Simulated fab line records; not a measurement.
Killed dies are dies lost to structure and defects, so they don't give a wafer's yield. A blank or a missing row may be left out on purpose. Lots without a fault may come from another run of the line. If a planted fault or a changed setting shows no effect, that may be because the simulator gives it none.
Problem report in the 8D (eight disciplines) form, filled by code | flow gf180mcu | the parts of the form that need people (team, actions taken, sign-off) are left out

== 1. PROBLEM STATEMENT ==
Mean of cd_nm at GF_HV_LDD_CD_MEAS_07: 418.1 nm across 6 wafers in 2 lots; on wafers with no fault it is 399.7 nm (standard deviation 2.3). Measured from the usual mean, that is +8.0 standard deviations.
The step: target cd 400 nm.
First seen on wafer L596.1, day 12 11:58, on cd_sem-02. The record holds 36 wafers of 12 lots with a number at this step. Rule for "out" (also "out of limits"): further than 4 standard deviations from the usual mean. The rest of the wafers with a number are treated as sound.

== 2. WHAT THIS IS AND IS NOT ==
question                    | is                     | is not
which readings at this step | cd_nm                  | -
which lots                  | L596, L597             | L592, L593, L594, L602, L603, L604, L606, L608, L610, L612
which wafers of those lots  | all that have a number | -
read on which gauges        | cd_sem-01, cd_sem-02   | -
when                        | from day 12 11:58      | up to then (9 sound wafers); but 21 sound wafers of L602, L603, L604, L606, L608, L610, L612 came after

== 3. WHAT RULES OUT EACH SUSPECT ==
Counting: any tool at a process step up to the reading is kept as a suspect provided that every lot that is out went through it and no sound lot did after the first of them.
- ruled out: the gauge at GF_HV_LDD_CD_MEAS_07. The wafers that are out were read on 2 gauges (cd_sem-01, cd_sem-02).
- litho_track-02 at GF_HV_LDD_COAT_02 (resist thk 1000 nm): kept. Every lot that is out went through it, starting with L596 (day 12 02:28), and after that it ran no sound lot; the last sound lot it ran before then is L594 (day 11 11:50).
Remaining after the count: litho_track-02 at GF_HV_LDD_COAT_02.

== 4. THE CAUSE (what the simulator had put in) ==
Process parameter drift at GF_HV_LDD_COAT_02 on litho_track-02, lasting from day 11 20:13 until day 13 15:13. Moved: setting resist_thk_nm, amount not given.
The count eliminated every tool but this one.

== 5. THE EFFECT CHAIN, in route order ==
One row per reading whose mean, taken over the struck wafers that have a number, lies over 3 standard deviations from the usual. Only readings whose record carries a usual standard deviation are examined. hours: median over the lots of the time between each lot's start at the first step of this table that gives one and its start at this step. sigmas: the change, counted in usual standard deviations.
hours | step                 | reading                  | usual      | on struck wafers | change | sigmas
0     | GF_HV_LDD_CD_MEAS_07 | cd_nm                    | 399.7 nm   | 418.1            | +18.4  | +8.0
0     | GF_HV_LDD_STRIP_10   | oes_product_au           | 0.716 a.u. | 0.679            | -0.037 | -7.8
0     | GF_HV_LDD_STRIP_10   | strip_time_to_endpoint_s | 12.63 s    | 10.69            | -1.94  | -50
It contains these process steps:
- GF_HV_LDD_STRIP_10: strips in O2/N2.
At these later measuring or inspecting steps, every struck wafer for which the step has a row has a number for every such reading, and none has moved that far: GF_CONTACT_THK_MEAS_26.

== 6. HOW IT WOULD HAVE BEEN CAUGHT EARLIER ==
In this record the first reading out of limits at a measuring or inspecting step was taken at day 12 11:58, 16 hours after the fault began at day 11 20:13.
Tool readings at GF_HV_LDD_COAT_02 with a usual standard deviation given in the record: none out on any struck wafer, hence no alarm at a limit of 4 standard deviations on them.
Lots out: 2; all had begun GF_HV_LDD_COAT_02 on litho_track-02 by day 12 11:58. Had the tool been put on hold then, not one of them would have been saved.
